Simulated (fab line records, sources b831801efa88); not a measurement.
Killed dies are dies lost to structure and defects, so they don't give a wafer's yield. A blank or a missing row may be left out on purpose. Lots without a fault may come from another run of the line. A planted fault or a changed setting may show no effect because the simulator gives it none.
Chamber matching | flow gf180mcu | GF_V3_CMP_04 on cmp-02: 4 sister chambers
The step polishes SiO2. 4 wafers are shown with their chamber, then 12 later ones without.

WAFERS WITH THEIR CHAMBER
wafer  | chamber | motor_current_A (A)
L088.1 | 2       | 12.4
L088.4 | 0       | 13.5
L091.2 | 3       | 12.9
L091.6 | 1       | 11.2

WAFERS WITHOUT THEIR CHAMBER
wafer  | motor_current_A (A)
L092.1 | 13.4
L092.2 | 12.9
L092.4 | 11.2
L093.1 | 10.5
L093.3 | 14.0
L093.4 | 13.2
L094.1 | 11.5
L094.3 | 14.4
L094.6 | 14.0
L096.3 | 12.2
L096.5 | 14.3
L096.6 | 12.7

WHICH CHAMBER EACH WENT THROUGH
wafer  | from the rows above          | in truth
L092.1 | can't be placed: 0 or 3 or 2 | 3
L092.2 | can't be placed: 3 or 2 or 0 | 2
L092.4 | 1                            | 1
L093.1 | 1                            | 1
L093.3 | can't be placed: 0 or 3      | 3
L093.4 | can't be placed: 3 or 0 or 2 | 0
L094.1 | can't be placed: 1 or 2      | 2
L094.3 | can't be placed: 0 or 3      | 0
L094.6 | can't be placed: 0 or 3      | 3
L096.3 | can't be placed: 2 or 3 or 1 | 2
L096.5 | can't be placed: 0 or 3      | 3
L096.6 | can't be placed: 3 or 2 or 0 | 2
Placed correctly: 2 of 12. Can't be placed from these rows: 10 (the true chamber is among the candidates in 10). Placed wrongly: 0.
How it was worked out, from the rows above alone: a wafer's distance from a chamber is the root of the sum, over the readings, of the square of ((its reading less the chamber's mean) divided by the reading's scatter). The wafer belongs to the nearest chamber; if the next one is less than 2 further off, it can't be placed. A chamber's mean is the mean of its shown wafers. The scatter: with one shown wafer a chamber, the root of the mean of the squares of how far each hidden wafer lies from its nearest shown one.
